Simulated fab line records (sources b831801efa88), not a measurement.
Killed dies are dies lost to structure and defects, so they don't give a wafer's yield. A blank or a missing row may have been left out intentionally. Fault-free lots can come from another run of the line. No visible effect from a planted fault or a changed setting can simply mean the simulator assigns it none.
Which tool did it? :: flow sky130 :: at 1 step of a route of 708, 11 lots with 33 wafers sampled

== WHAT THE GAUGES SHOWED, per wafer ==
SKY_VIA3_OVL_MEAS_13. Usual: VIA3_OVL -4 nm, standard deviation 5.8.
lot: L147
measured: day 41 03:16
on: overlay-02
VIA3_OVL (nm): 8 2 6
flag: 

lot: L148
measured: day 41 05:40
on: overlay-01
VIA3_OVL (nm): -5 -1 -3
flag: 

lot: L151
measured: day 42 00:17
on: overlay-01
VIA3_OVL (nm): -3 -5 -6
flag: 

lot: L156
measured: day 43 10:11
on: overlay-01
VIA3_OVL (nm): -4 -7 -4
flag: 

lot: L157
measured: day 43 15:28
on: overlay-02
VIA3_OVL (nm): -5 -14 -4
flag: 

lot: L160
measured: day 44 12:17
on: overlay-01
VIA3_OVL (nm): -7 -5 -8
flag: 

lot: L163
measured: day 45 01:28
on: overlay-02
VIA3_OVL (nm): 4 3 -5
flag: 

lot: L164
measured: day 45 04:33
on: overlay-02
VIA3_OVL (nm): 2 -8 2
flag: 

lot: L165
measured: day 45 14:41
on: overlay-02
VIA3_OVL (nm): -2 -2 -5
flag: 

lot: L167
measured: day 45 22:12
on: overlay-02
VIA3_OVL (nm): -1 -5 -10
flag: 

lot: L169
measured: day 46 04:41
on: overlay-01
VIA3_OVL (nm): 4 5 2
flag: 

== WHAT TOOL EACH LOT RAN ON (gives the tool, then ch and the chambers of the sampled wafers, and finally the start) ==
No process step before these readings appears in the record.

== AS READ BY THE TOOLS THEMSELVES (means over the sampled wafers that have a number; for cases with no such wafer, the mark the record gives instead) ==
The record holds no such reading with a usual standard deviation.

== THE ANSWER, worked out from the rows above alone ==
Rule: lot off if the mean of its wafers having a number is beyond 3 standard deviations from the usual mean. Also off: a lot with no number at a reading for which 4 or more lots have one. Where the step has rows for the other lots, those lots are counted as sound. After the gauges, taken in route order, come the tools' own readings; for these a lot's mean is taken, as printed above. The first step at which some lot is off is used, and at that step the reading that is off furthest; a lot without a number counts as furthest.
Nothing can be told from this: no lot is off at any reading shown.

== WHAT THE SIMULATOR HAD PUT IN ==
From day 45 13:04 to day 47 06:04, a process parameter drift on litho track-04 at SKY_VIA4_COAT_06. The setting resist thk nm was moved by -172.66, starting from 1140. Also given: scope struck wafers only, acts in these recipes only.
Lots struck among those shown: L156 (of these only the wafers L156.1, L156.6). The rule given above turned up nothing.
